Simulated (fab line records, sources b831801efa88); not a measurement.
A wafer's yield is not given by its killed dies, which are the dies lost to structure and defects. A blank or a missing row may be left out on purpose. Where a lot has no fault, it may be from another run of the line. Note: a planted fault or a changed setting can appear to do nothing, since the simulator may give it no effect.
Which tool is to blame? -- flow gf180mcu -- 12 lots, 36 wafers sampled, at 1 step of a route of 602

## WHAT THE GAUGES SHOWED, per wafer
GF_SAB_THK_MEAS_01.
lot,measured,on,SAB_CVD_00_THK (nm)
L075,day 14 11:13,film_metro-01,49.7 50.9 50.8
L077,day 15 04:29,film_metro-02,48.7 50.2 50.6
L079,day 15 23:28,film_metro-02,50.1 49.9 50.6
L081,day 16 18:51,film_metro-02,48.9 50.0 51.0
L082,day 17 09:14,film_metro-02,48.9 50.4 50.1
L085,day 18 16:36,film_metro-02,49.2 48.8 50.2
L087,day 19 03:08,film_metro-02,48.1 49.4 49.3
L089,day 20 00:39,film_metro-01,49.6 49.5 50.5
L091,day 20 05:02,film_metro-01,49.8 50.2 50.6
L093,day 20 19:26,film_metro-04,49.4 49.9 49.5
L095,day 21 15:21,film_metro-04,48.9 51.5 50.2
L097,day 22 06:57,film_metro-02,49.2 49.6 49.9

## EACH LOT AND THE TOOL THAT RAN IT (in order: tool; ch and the chambers of the sampled wafers; start)
Before these readings, the record contains no process step.

## THE ANSWER, worked out from the rows above alone
Rule: the usual values come from the lots themselves. The widest of any qualifying gaps counts: lots, ordered by their means at a reading, are off when they make up no more than a third of the lots, leave a main group of 4 or more, and stand apart from it by 3 or more times the standard deviation of that group's means. Not used: any main group whose means are identical at the precision the tables above print for the reading. A lot without any number at a reading at which 4 lots or more have one is off too. The other lots that the step has rows for count as sound.
No lot is off at any reading shown: from this, nothing can be told.

## WHAT THE SIMULATOR HAD PUT IN
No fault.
